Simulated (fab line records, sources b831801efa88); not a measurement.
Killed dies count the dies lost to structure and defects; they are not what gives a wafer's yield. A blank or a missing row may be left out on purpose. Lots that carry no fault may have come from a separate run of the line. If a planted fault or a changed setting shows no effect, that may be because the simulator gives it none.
Lot-split experiment + flow sky130 + on a route of 708 steps: 5 lots, 23 wafers read

## THE SPLIT
At SKY_SONOS_ONO_OXIDATION_00 (stabilise 600 s, purge 300 s, target thk 2.6 nm), the setting ox_time_s was moved away from the recipe's 1249 s on 15 of the 23 wafers read, by -8.2% to +10.1%. The other wafers ran this setting at the recipe's value.

Split to reading: the file shows no intervening step.

## THE READING
SONOS_ONO_OXIDATION_THK in nanometres, read at SKY_SONOS_ONO_THK_MEAS_01. On this fab line, fault-free wafers typically give 2.59 nm with a standard deviation of 0.052 nm.

| wafer  | tool, chamber at the split | ox_time_s as run, s | against the recipe | SONOS_ONO_OXIDATION_THK, nm | against lot-mates on the recipe |
|--------|----------------------------|---------------------|--------------------|-----------------------------|---------------------------------|
| L077.1 | furnace-01, 0              | 1249                | recipe             | 2.65                        | -                               |
| L077.4 | furnace-01, 0              | 1249                | recipe             | 2.67                        | -                               |
| L077.5 | furnace-01, 0              | 1249                | recipe             | 2.64                        | -                               |
| L079.1 | -, -                       | 1375                | +10.1%             | 2.78                        | no lot-mate on the recipe       |
| L079.2 | -, -                       | 1375                | +10.1%             | 2.78                        | no lot-mate on the recipe       |
| L079.4 | -, -                       | 1375                | +10.1%             | 2.74                        | no lot-mate on the recipe       |
| L079.5 | -, -                       | 1375                | +10.1%             | 2.72                        | no lot-mate on the recipe       |
| L079.6 | -, -                       | 1375                | +10.1%             | 2.78                        | no lot-mate on the recipe       |
| L082.1 | -, -                       | 1374                | +10.0%             | 2.79                        | no lot-mate on the recipe       |
| L082.2 | -, -                       | 1374                | +10.0%             | 2.85                        | no lot-mate on the recipe       |
| L082.4 | -, -                       | 1374                | +10.0%             | 2.79                        | no lot-mate on the recipe       |
| L082.5 | -, -                       | 1374                | +10.0%             | 2.83                        | no lot-mate on the recipe       |
| L082.6 | -, -                       | 1374                | +10.0%             | 2.86                        | no lot-mate on the recipe       |
| L083.1 | -, -                       | 1249                | recipe             | 2.63                        | -                               |
| L083.2 | -, -                       | 1249                | recipe             | 2.57                        | -                               |
| L083.3 | -, -                       | 1249                | recipe             | 2.61                        | -                               |
| L083.4 | -, -                       | 1249                | recipe             | 2.61                        | -                               |
| L083.6 | -, -                       | 1249                | recipe             | 2.57                        | -                               |
| L085.1 | -, -                       | 1147                | -8.2%              | 2.38                        | no lot-mate on the recipe       |
| L085.2 | -, -                       | 1147                | -8.2%              | 2.47                        | no lot-mate on the recipe       |
| L085.4 | -, -                       | 1147                | -8.2%              | 2.45                        | no lot-mate on the recipe       |
| L085.5 | -, -                       | 1147                | -8.2%              | 2.41                        | no lot-mate on the recipe       |
| L085.6 | -, -                       | 1147                | -8.2%              | 2.42                        | no lot-mate on the recipe       |

THE FIT
A straight line over all 23 wafers: SONOS_ONO_OXIDATION_THK changes by +0.0196 nm for each +1% of ox_time_s; r = +0.96; the points scatter about the line by 0.042 nm.
Too few moved wafers with a lot-mate on the recipe to fit a line net of each lot's own level.

## THE WHOLE CHAIN: every reading that the file lists as answering this split, in the file's order
| step                       | what it does                                    | reading                                                                                | change (the file's fit)                | r (the file's) |
|----------------------------|-------------------------------------------------|----------------------------------------------------------------------------------------|----------------------------------------|----------------|
| SKY_SONOS_ONO_OXIDATION_00 | stabilise 600 s, purge 300 s, target thk 2.6 nm | SiO2_of_SONOS_ONO_OXIDATION_00.thk_nm (the simulator's own value, which no gauge read) | +0.0198 nm for each +1% of the setting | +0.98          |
| SKY_SONOS_ONO_THK_MEAS_01  |                                                 | SONOS_ONO_OXIDATION_THK                                                                | +0.0195 for each +1% of the setting    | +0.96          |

## THE FILE'S OWN FIT
SONOS_ONO_OXIDATION_THK changes by +0.0195 nm for each +1% of ox_time_s, r = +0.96.
